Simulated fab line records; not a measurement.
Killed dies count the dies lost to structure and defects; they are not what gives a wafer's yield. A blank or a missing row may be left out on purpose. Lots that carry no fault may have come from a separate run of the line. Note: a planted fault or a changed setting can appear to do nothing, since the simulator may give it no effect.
Chamber matching -- flow sky130 -- cmp-01 running SKY_VIA3_CMP_02: 4 sister chambers
The step polishes SiO2. 4 wafers are shown with their chamber, then 7 later ones without.

## WAFERS, EACH WITH ITS CHAMBER
wafer,chamber,motor current A (A)
L077.2,2,12.6
L087.6,1,13.0
L092.1,0,15.2
L092.3,3,12.4

## WAFERS WITH NO CHAMBER GIVEN
wafer,motor current A (A)
L092.5,12.8
L093.1,13.1
L093.5,11.6
L093.6,14.7
L097.1,11.8
L097.3,12.9
L097.5,15.0

## CHAMBER TAKEN BY EACH
wafer,from the rows above,in truth
L092.5,can't be placed: 1 or 2 or 3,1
L093.1,can't be placed: 1 or 2 or 3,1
L093.5,can't be placed: 3 or 2 or 1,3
L093.6,0,0
L097.1,can't be placed: 3 or 2 or 1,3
L097.3,can't be placed: 1 or 2 or 3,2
L097.5,0,0
Correct placement for 2 of the 7. From these rows, 5 cannot be placed; in 5 the true chamber is one of the candidates. Placed wrongly: 0.
How it was worked out, from the rows above alone: a wafer's distance from a chamber is the root of the sum, over the readings, of the square of ((its reading less the chamber's mean) divided by the reading's scatter). The wafer belongs to the nearest chamber; if the next one is less than 2 further off, it can't be placed. Each chamber's mean is taken over the wafers shown for it. The scatter: with one shown wafer a chamber, the root of the mean of the squares of how far each hidden wafer lies from its nearest shown one.
